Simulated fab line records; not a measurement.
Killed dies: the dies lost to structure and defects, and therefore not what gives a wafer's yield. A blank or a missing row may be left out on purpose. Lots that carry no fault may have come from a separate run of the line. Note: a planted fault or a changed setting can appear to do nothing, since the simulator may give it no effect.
Which tool did it?	flow gf180mcu	14 lots with 42 wafers sampled at 3 steps, on a route of 602 steps

== WHAT THE GAUGES READ, wafer by wafer ==
GF_VT_IMPLANT_RS_MEAS_47: measurement is done with a four-point probe.
lot	measured	on	NWELL_RS (ohm/sq)
L258	day 7 14:45	film metro-02	488.7 489.5 489.9
L260	day 8 06:14	film metro-01	486.5 486.2 486.6
L261	day 8 10:59	film metro-02	488.0 488.9 487.1
L262	day 8 15:32	film metro-02	486.5 485.7 486.3
L263	day 9 00:37	film metro-02	486.5 486.2 487.1
L264	day 9 08:34	film metro-02	488.7 489.3 488.6
L265	day 9 10:08	film metro-02	487.5 489.0 488.1
L266	day 9 20:58	film metro-01	488.2 486.5 486.7
L267	day 10 07:25	film metro-02	485.7 486.8 487.8
L268	day 10 11:02	film metro-04	487.1 486.5 487.2
L269	day 10 17:46	film metro-01	487.0 486.5 486.4
L274	day 12 02:04	film metro-01	485.2 484.7 485.0
L277	day 12 18:35	film metro-04	509.3 509.1 508.4
L278	day 13 11:38	film metro-02	507.8 508.2 508.3

GF_PSD_RS_MEAS_14: measurement is done with a four-point probe.
lot	measured	on	NSD_RS (ohm/sq)
L258	day 14 15:47	film metro-02	46.07 46.08 46.11
L260	day 15 09:43	film metro-01	46.07 45.95 46.09
L261	day 15 13:52	film metro-03	46.17 46.26 46.15
L262	day 15 15:34	film metro-03	46.11 46.17 46.20
L263	day 16 12:18	film metro-01	46.04 46.03 46.08
L264	day 16 15:16	film metro-02	46.19 46.03 46.21
L265	day 16 14:37	film metro-01	46.05 45.99 46.04
L266	day 17 11:44	film metro-01	46.06 46.08 45.98
L267	day 17 14:23	film metro-01	45.92 45.91 45.96
L268	day 17 19:16	film metro-02	46.16 46.03 46.11
L269	day 17 23:17	film metro-01	45.96 45.90 45.94
L274	day 19 19:27	film metro-01	46.09 46.08 46.10
L277	day 20 18:33	film metro-01	45.96 46.02 46.10
L278	day 21 14:40	film metro-01	46.08 45.94 45.99

== WHICH TOOL RAN EACH LOT (tool, then ch and the chambers of the sampled wafers, then the start) ==
lot	GF_NWELL_IMPLANT_08
L258	implanter-03 ch 0, day 3 07:19
L260	implanter-03 ch 0, day 3 19:56
L261	implanter-01 ch 0, day 3 23:46
L262	implanter-01 ch 0, day 4 04:22
L263	implanter-02 ch 0, day 4 11:13
L264	implanter-02 ch 0, day 4 15:56
L265	implanter-02 ch 0, day 4 20:10
L266	implanter-03 ch 0, day 5 03:35
L267	implanter-03 ch 0, day 5 11:01
L268	implanter-02 ch 0, day 5 14:02
L269	implanter-03 ch 0, day 5 20:34
L274	implanter-02 ch 0, day 6 23:20
L277	implanter-03 ch 0, day 7 15:05
L278	implanter-03 ch 0, day 7 20:17
- GF_NWELL_IMPLANT_08

== AS READ BY THE TOOLS THEMSELVES (means over the sampled wafers that have a number; for cases with no such wafer, the mark the record gives instead) ==
The record holds no such reading with a usual standard deviation.

== THE ANSWER, worked out from the rows above alone ==
Rule: usual is defined by the lots themselves. Put in order of their means at a reading, lots are off if they are a third of the lots or fewer, leave a main group of 4 or more, and stand apart from it by a gap of 3 or more times the standard deviation of the main group's means; of several such gaps the widest counts. A main group is skipped when, at the precision printed for the reading in the tables above, its means are all equal. A lot without any number at a reading at which 4 lots or more have one is off too. Any other lot the step has rows for is counted as sound. The gauges are gone through in route order, then the tools' own readings, and for those a lot's mean is taken as printed above. At the first step where some lot is off, the reading lying furthest off is the one used; lots without a number count as furthest.
Off: L277, L278, at GF_VT_IMPLANT_RS_MEAS_47 (NWELL_RS). The main group has a mean of 487.2 ohm/sq with a standard deviation of 1.2.
If a tool, at a process step before that reading, ran all the lots that are off and no sound lot after the first of them, it fits. The gauges at GF_VT_IMPLANT_RS_MEAS_47 are tried like those tools. One candidate fits, namely implanter-03 at GF_NWELL_IMPLANT_08. A fault onset in the window from L269 (day 5 20:34, its last sound lot) to L277 (day 7 15:05, its first lot off) fits.

== WHAT WAS PUT IN BY THE SIMULATOR ==
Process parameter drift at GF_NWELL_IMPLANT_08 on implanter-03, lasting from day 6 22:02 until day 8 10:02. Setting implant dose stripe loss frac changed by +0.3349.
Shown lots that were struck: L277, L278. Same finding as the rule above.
